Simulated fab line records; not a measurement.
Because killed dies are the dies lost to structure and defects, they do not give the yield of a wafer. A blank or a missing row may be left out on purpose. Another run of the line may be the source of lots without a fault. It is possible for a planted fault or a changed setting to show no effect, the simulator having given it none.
A lot that was struck, set against a sound lot ; flow sky130 ; 15 steps out of a route of 708
Sound: the wafers L547.1, L547.2, L547.6. The struck wafers were L558.2, L558.5, L558.6. The cause comes at the end.
Each step with rows lists, per side, the tool, then ch with its chambers, then its first start. Under that, the readings that differ: sound wafers ; struck wafers ; difference of the means ; sigmas: that difference in standard deviations of wafers without a fault.
alike: a reading whose means differ by less than 2 such deviations, as well as words and numbers matching on both sides. not compared: withheld readings; readings where some wafer has no value; bounds like >300 that might hide an equal value; numbers whose values overlap and for which the record gives no deviation.
The two part at a step that has a row with sigmas, a row that says differs or no value, or rows on one side only. Non-overlapping numbers with no deviation appear without sigmas and do not part them. A reading missing from all wafers of one side parts the sides only when that side holds two or more wafers.

first, 6 steps without rows for these wafers: SKY_METAL3_COAT_07 (resist thk 60 nm); SKY_METAL3_COAT_08 (resist thk 1140 nm); SKY_METAL3_SOFTBAKE_09 (time 90 s); SKY_METAL3_EXPOSE_10 (exposes mask MM3, target cd 300 nm); SKY_METAL3_PEB_11; SKY_METAL3_DEVELOP_12 (develop time 60 s).
SKY_METAL3_CD_MEAS_13: target cd 300 nm.
  sound on cdSem-02 at day 41 13:34; struck on cdSem-01 at day 43 21:11
  alike: cdNm
SKY_METAL3_OVL_MEAS_14:
  sound on overlay-01 at day 41 13:41; struck on overlay-01 at day 43 21:17
  alike: METAL3_OVL
SKY_METAL3_DESCUM_15: chemistry O2, time 8 s.
  sound on rieMetal-01 ch 0,1, day 41 13:43; struck on rieMetal-01 ch 0,1, day 43 21:19
  alike: drypumpMotorCurrentA, oesProductAu
  not compared: rfHoursCounterH
SKY_METAL3_ETCH_16: etches BARC in N2/H2, stops on SiO2, time 88.2 s, target depth 60 nm.
  sound on rieMetal-01 ch 0,1, day 41 13:45; struck on rieMetal-01 ch 0,1, day 43 21:21
  alike: drypumpMotorCurrentA, oesProductAu, throttleValvePct
  not compared: rfHoursCounterH
SKY_METAL3_ETCH_17: etches SiO2 in C4F8/O2/Ar, stops on TiN, time 3.9 s, target depth 15 nm.
  sound on rieDiel-04 ch 1,2,3, day 41 13:51; struck on rieDiel-04 ch 0,1,3, day 43 21:27
  alike: oesProductAu
  not compared: rfHoursCounterH
SKY_METAL3_METAL_ETCH_18: etches the open film in Cl2/BCl3, stops on SiO2, target depth 845 nm, time 183.1 s.
  sound on rieMetal-04 ch 0,1, day 41 13:52; struck on rieMetal-04 ch 0,1, day 43 21:28
  alike: drypumpMotorCurrentA, oesProductAu, throttleValvePct
  not compared: rfHoursCounterH
SKY_METAL3_STRIP_19: strips in O2/N2.
  sound on plasmaAsher-01 ch 0,1, day 41 14:03; struck on plasmaAsher-03 ch 0,1, day 43 21:39
  no value came back on the struck wafers for chamberPressureMTorr (mTorr), drypumpMotorCurrentA (A), oesProductAu (a.u.), stripTimeToEndpointS (s); on the sound wafers chamberPressureMTorr (mTorr) reads 1499.5 1501.3 1497.9
reading;sound;struck;difference;sigmas
model.KrF-thick_of_METAL3_COAT_08.thkNm (nm);0 0 0;539 525.9 529.9;+532;
  not compared: rfHoursCounterH
then, 1 step without rows for these wafers: SKY_METAL3_STRIP_20 (strips in post etch residue remover, time 1200 s).
-- the record jumps here: 6 days lie between the struck wafers' starts before and after (it left off in module METAL3 and takes up again in module PAD_OPEN, whose first step shown is number 708 of the route) --
SKY_PAD_OPEN_PROBE_99:
  sound on prober-02 at day 48 07:27; struck on prober-01 at day 50 02:34
reading;sound;struck;difference;sigmas
defectLimitedYield (%);80.9 83.7 86.4;0 0 0;-84;-44
killed_at_M0_to_M3;51 42 40;449 447 455;+406;+56
killedDies;94 80 67;492 492 492;+412;+45
killedOnRim;23 17 17;96 96 96;+77;+19
sort_bin_5_function (%);11.4 8.7 7.5;93.9 92.1 94.7;+84.4;+56
sortNPass;398 412 425;0 0 0;-412;-45
sortYieldPct (%);80.9 83.7 86.4;0 0 0;-84;-44
  alike: killed_at_M4_up, killedAtContacts, killedAtFrontEnd, killedAtOther, killedOpen, killedShort, sort_bin_3_pad_short, sort_bin_6_memory

## WHERE THEY PART
At SKY_METAL3_STRIP_19 first; at SKY_PAD_OPEN_PROBE_99 last (within this record only).

WHY: the cause the simulator had injected
Beginning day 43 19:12, the whole step at SKY_METAL3_STRIP_19 was skipped on plasmaAsher-03. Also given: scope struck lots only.
